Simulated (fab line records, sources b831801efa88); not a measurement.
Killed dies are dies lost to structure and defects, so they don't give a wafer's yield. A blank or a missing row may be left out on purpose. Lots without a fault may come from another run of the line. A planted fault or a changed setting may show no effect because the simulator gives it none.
Chamber matching | flow sky130 | SKY_CONTACT_HDPCVD_02 on hdpcvd-02: 3 sister chambers
The step deposits SiO2, target thk 565 nm, time 94.2 s. 6 wafers are shown with their chamber, then 7 later ones without.

WAFERS WITH THEIR CHAMBER
wafer  | chamber | run_length_s (s) | pressure_mtorr (mTorr)
L708.5 | 1       | 122.7            | 5.994
L710.2 | 1       | 122.1            | 6.012
L719.4 | 0       | 122.7            | 5.997
L719.5 | 2       | 121.8            | 5.999
L721.1 | 2       | 121.4            | 5.980
L721.5 | 0       | 123.0            | 6.022

WAFERS WITHOUT THEIR CHAMBER
wafer  | run_length_s (s) | pressure_mtorr (mTorr)
L721.6 | 121.6            | 5.989
L724.1 | 121.8            | 5.982
L724.4 | 122.0            | 6.013
L724.5 | 121.4            | 5.986
L725.1 | 122.4            | 6.020
L725.4 | 122.0            | 6.007
L725.6 | 121.9            | 5.994

WHICH CHAMBER EACH WENT THROUGH
wafer  | from the rows above          | in truth
L721.6 | 2                            | 2
L724.1 | can't be placed: 2 or 1      | 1
L724.4 | can't be placed: 1 or 2 or 0 | 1
L724.5 | 2                            | 2
L725.1 | can't be placed: 1 or 0      | 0
L725.4 | can't be placed: 1 or 2 or 0 | 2
L725.6 | can't be placed: 2 or 1      | 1
Placed correctly: 2 of 7. Can't be placed from these rows: 5 (the true chamber is among the candidates in 5). Placed wrongly: 0.
How it was worked out, from the rows above alone: a wafer's distance from a chamber is the root of the sum, over the readings, of the square of ((its reading less the chamber's mean) divided by the reading's scatter). The wafer belongs to the nearest chamber; if the next one is less than 2 further off, it can't be placed. A chamber's mean is the mean of its shown wafers. The scatter: the root of (the sum of the squares of (reading less its chamber's mean) over the shown wafers, divided by (wafers less chambers)).
